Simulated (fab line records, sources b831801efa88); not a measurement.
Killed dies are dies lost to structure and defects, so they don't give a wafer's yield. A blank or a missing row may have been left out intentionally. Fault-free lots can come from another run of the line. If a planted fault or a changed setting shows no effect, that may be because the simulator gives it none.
Chamber matching    flow gf180mcu    GF_V5_ETCH_16 on rie_diel-04: 4 sister chambers
The step etches BARC in N2/H2. 8 wafers are shown with their chamber, then 7 later ones without.

## EACH WAFER AND ITS CHAMBER
wafer   chamber  h2_flow_sccm (sccm)  oes_product_au (a.u.)
L115.1  2        200.6                0.841
L115.5  2        201.1                0.850
L116.3  0        200.6                0.854
L117.1  1        200.5                0.845
L117.2  0        199.4                0.856
L117.6  3        200.6                0.852
L125.2  3        200.7                0.860
L125.5  1        199.1                0.853

## WAFERS WITH NO CHAMBER GIVEN
wafer   h2_flow_sccm (sccm)  oes_product_au (a.u.)
L125.6  200.1                0.849
L129.1  199.6                0.849
L129.4  200.2                0.861
L129.5  200.0                0.854
L130.1  199.9                0.855
L130.4  200.1                0.860
L130.6  200.6                0.856

## EACH ONE'S CHAMBER
wafer   from the rows above                in truth
L125.6  can't be placed: 1 or 0 or 2 or 3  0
L129.1  can't be placed: 1 or 0 or 2 or 3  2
L129.4  can't be placed: 3 or 0 or 1 or 2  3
L129.5  can't be placed: 0 or 1 or 3 or 2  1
L130.1  can't be placed: 0 or 3 or 1       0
L130.4  can't be placed: 0 or 3 or 1       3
L130.6  can't be placed: 3 or 0 or 1 or 2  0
Placed correctly: 0 of 7. These rows do not allow placing 7 (true chamber among the candidates in 7). Wrongly placed: 0.
How it was worked out, from the rows above alone: a wafer's distance from a chamber is the root of the sum, over the readings, of the square of ((its reading less the chamber's mean) divided by the reading's scatter). If the next closest chamber is less than 2 further off than the closest, the wafer can't be placed; otherwise it belongs to the closest. For every chamber, the mean is computed from those of its wafers that are shown. How the scatter is found: for the shown wafers, subtract from each reading the mean of its chamber, square and add these, divide the total by (wafers less chambers), then take the root.
